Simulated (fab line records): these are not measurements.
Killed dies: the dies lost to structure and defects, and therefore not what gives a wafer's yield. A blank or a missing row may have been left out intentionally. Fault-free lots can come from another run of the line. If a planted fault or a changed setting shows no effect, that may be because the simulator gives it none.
Chamber matching / flow sky130 / SKY_PASSIVATION_CVD_00 on pecvd-03 has 3 sister chambers
The step deposits SiO2, target thk 90 nm. 3 wafers are shown with their chamber, then 12 later ones without.

== WAFERS WITH THEIR CHAMBER ==
wafer=L088.3; chamber=0; heater power w (W)=605
wafer=L092.4; chamber=1; heater power w (W)=642
wafer=L092.5; chamber=2; heater power w (W)=548

== WAFERS WHOSE CHAMBER IS MISSING ==
wafer=L093.3; heater power w (W)=618
wafer=L093.4; heater power w (W)=645
wafer=L093.6; heater power w (W)=603
wafer=L094.1; heater power w (W)=552
wafer=L094.3; heater power w (W)=647
wafer=L094.5; heater power w (W)=687
wafer=L096.1; heater power w (W)=585
wafer=L096.5; heater power w (W)=603
wafer=L096.6; heater power w (W)=733
wafer=L097.3; heater power w (W)=618
wafer=L097.4; heater power w (W)=600
wafer=L097.5; heater power w (W)=641

== EACH ONE'S CHAMBER ==
wafer=L093.3; from the rows above=can't be placed: 0 or 1 or 2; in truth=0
wafer=L093.4; from the rows above=can't be placed: 1 or 0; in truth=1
wafer=L093.6; from the rows above=can't be placed: 0 or 1 or 2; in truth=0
wafer=L094.1; from the rows above=can't be placed: 2 or 0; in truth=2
wafer=L094.3; from the rows above=can't be placed: 1 or 0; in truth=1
wafer=L094.5; from the rows above=can't be placed: 1 or 0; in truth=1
wafer=L096.1; from the rows above=can't be placed: 0 or 2 or 1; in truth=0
wafer=L096.5; from the rows above=can't be placed: 0 or 1 or 2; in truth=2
wafer=L096.6; from the rows above=can't be placed: 1 or 0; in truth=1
wafer=L097.3; from the rows above=can't be placed: 0 or 1 or 2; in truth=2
wafer=L097.4; from the rows above=can't be placed: 0 or 1 or 2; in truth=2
wafer=L097.5; from the rows above=can't be placed: 1 or 0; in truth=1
Correctly placed: 0 of 12. Unplaceable from these rows: 12, with the true chamber sitting among the candidates in 12. 0 placed wrongly.
How it was worked out, from the rows above alone: a wafer's distance from a chamber is the root of the sum, over the readings, of the square of ((its reading less the chamber's mean) divided by the reading's scatter). The wafer belongs to the nearest chamber; if the next one is less than 2 further off, it can't be placed. For every chamber, the mean is computed from those of its wafers that are shown. The scatter (one wafer shown for each chamber): square how far every hidden wafer sits from the nearest shown wafer, average those squares and take the square root.
